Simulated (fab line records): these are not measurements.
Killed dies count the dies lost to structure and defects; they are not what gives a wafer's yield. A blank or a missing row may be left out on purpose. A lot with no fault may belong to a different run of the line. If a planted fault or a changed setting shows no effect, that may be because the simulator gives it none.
A lot that was struck, set against a sound lot	flow sky130	35 out of 708 route steps
Sound: the wafers L147.1, L147.2, L147.4. The struck wafers were L150.1, L150.5, L150.6. The cause is given at the end.
For every step that has rows: the tool of each side, followed by ch and its chambers, followed by its first start. Under that, the readings that differ: sound wafers	struck wafers	difference of the means	sigmas: that difference in standard deviations of wafers without a fault.
alike: words and numbers the same on both sides, and readings whose means are apart by under 2 such deviations; not compared: readings that were withheld, readings missing a value for some wafer, numbers with overlapping values and no deviation given by the record, and bounds like >300 which may hide the same value.
The two part at a step that has a row with sigmas, a row that says differs or no value, or rows on one side only. Numbers that don't overlap but have no deviation are shown without sigmas and don't part them. Lack of a reading on every wafer of one side parts them only where that side has two or more wafers.

first, 5 steps without rows for these wafers: SKY_VT_ADJUST_HVTR_COAT_02 (resist thk 1140 nm); SKY_VT_ADJUST_HVTR_SOFTBAKE_03 (time 60 s); SKY_VT_ADJUST_HVTR_EXPOSE_04 (exposes mask HVTRM, target cd 380 nm); SKY_VT_ADJUST_HVTR_PEB_05; SKY_VT_ADJUST_HVTR_DEVELOP_06 (develop time 60 s).
SKY_VT_ADJUST_HVTR_CD_MEAS_07: the cd target is 380 nm.
  sound on cd_sem-02 at day 12 10:35; struck on cd_sem-02 at day 12 23:22
  alike: cd_nm
SKY_VT_ADJUST_HVTR_OVL_MEAS_08:
  sound on overlay-01 at day 12 10:43; struck on overlay-01 at day 12 23:29
  alike: VT_ADJUST_HVTR_OVL
then, 1 step without rows for these wafers: SKY_VT_ADJUST_HVTR_IMPLANT_09.
SKY_VT_ADJUST_HVTR_STRIP_10: strips in O2/N2.
  sound on plasma_asher-02 ch 0,1, day 12 10:53; struck on plasma_asher-04 ch 0,1, day 12 23:41
reading	sound	struck	difference	sigmas
drypump_motor_current_A (A)	5.99 6.06 6.01	5.29 5.30 5.56	-0.64	-2
  alike: oes_product_au, strip_time_to_endpoint_s
  not compared: rf_hours_counter_h
SKY_VT_ADJUST_HVTR_TW_MEAS_11:
  sound on film_metro-01 at day 12 10:59; struck on film_metro-01 at day 12 23:47
  alike: VT_ADJUST_HVTR_TW
then, 2 steps without rows for these wafers: SKY_VT_ADJUST_PCH_DEHYDRATE_00 (time 60 s); SKY_VT_ADJUST_PCH_HMDS_01 (prime time 60 s).
SKY_VT_ADJUST_PCH_COAT_02: resist thk 3000 nm.
  sound on litho_track-02 ch 0, day 12 23:44; struck on litho_track-03, day 13 11:49
  no value came back on the struck wafers for chill_plate_temp_C (C), dispense_pressure_kPa (kPa), exhaust_pa (Pa); on the sound wafers chill_plate_temp_C (C) reads 22.90 22.86 22.89
then, 4 steps without rows for these wafers: SKY_VT_ADJUST_PCH_SOFTBAKE_03; SKY_VT_ADJUST_PCH_EXPOSE_04 (exposes mask NWM, target cd 840 nm); SKY_VT_ADJUST_PCH_PEB_05; SKY_VT_ADJUST_PCH_DEVELOP_06 (develop time 60 s).
SKY_VT_ADJUST_PCH_OVL_MEAS_07:
  sound on overlay-01 at day 13 12:17; struck on overlay-02 at day 14 01:20
reading	sound	struck	difference	sigmas
VT_ADJUST_PCH_OVL (nm)	2.0 0.1 0.8	- - -	no value on the struck wafers	
then, 1 step without rows for these wafers: SKY_VT_ADJUST_PCH_IMPLANT_08.
SKY_VT_ADJUST_PCH_STRIP_09: strips in O2/N2.
  sound on plasma_asher-03 ch 0,1, day 13 12:28; struck on plasma_asher-04 ch 0,1, day 14 01:31
  no value came back on the struck wafers for oes_product_au (a.u.), strip_time_to_endpoint_s (s); on the sound wafers oes_product_au (a.u.) reads 0.720 0.722 0.723
  alike: drypump_motor_current_A
  not compared: rf_hours_counter_h
SKY_VT_ADJUST_PCH_TW_MEAS_10:
  sound on film_metro-03 at day 13 12:34; struck on film_metro-04 at day 14 01:37
  alike: VT_ADJUST_PCH_TW
then, 7 steps without rows for these wafers: SKY_SONOS_TUNNEL_DEHYDRATE_00 (time 60 s); SKY_SONOS_TUNNEL_HMDS_01 (prime time 60 s); SKY_SONOS_TUNNEL_COAT_02 (resist thk 1140 nm); SKY_SONOS_TUNNEL_SOFTBAKE_03 (time 60 s); SKY_SONOS_TUNNEL_EXPOSE_04 (exposes mask TUNM, target cd 410 nm); SKY_SONOS_TUNNEL_PEB_05; SKY_SONOS_TUNNEL_DEVELOP_06 (develop time 60 s).
SKY_SONOS_TUNNEL_CD_MEAS_07: the cd target is 410 nm.
  sound on cd_sem-02 at day 14 14:37; struck on cd_sem-02 at day 15 04:44
  alike: cd_nm
SKY_SONOS_TUNNEL_OVL_MEAS_08:
  sound on overlay-02 at day 14 14:44; struck on overlay-01 at day 15 04:51
  alike: SONOS_TUNNEL_OVL
then, 3 steps without rows for these wafers: SKY_SONOS_TUNNEL_IMPLANT_09; SKY_SONOS_TUNNEL_WET_ETCH_10 (etches SiO2 in dHF, target depth 14 nm, time 280 s); SKY_SONOS_TUNNEL_STRIP_11 (strips in SPM, time 600 s).
SKY_SONOS_TUNNEL_TW_MEAS_12:
  sound on film_metro-02 at day 14 15:12; struck on film_metro-04 at day 15 05:19
reading	sound	struck	difference	sigmas
SONOS_TUNNEL_TW	201.0 200.5 199.9	210.0 210.5 209.7	+9.6	+4
then, 1 step without rows for these wafers: SKY_SONOS_TUNNEL_CLEAN_13 (cleans in dHF, time 20 s).

== WHERE THEY PART ==
At SKY_VT_ADJUST_HVTR_STRIP_10 first; at SKY_SONOS_TUNNEL_TW_MEAS_12 last (within this record only).

WHY: whatever the simulator had introduced
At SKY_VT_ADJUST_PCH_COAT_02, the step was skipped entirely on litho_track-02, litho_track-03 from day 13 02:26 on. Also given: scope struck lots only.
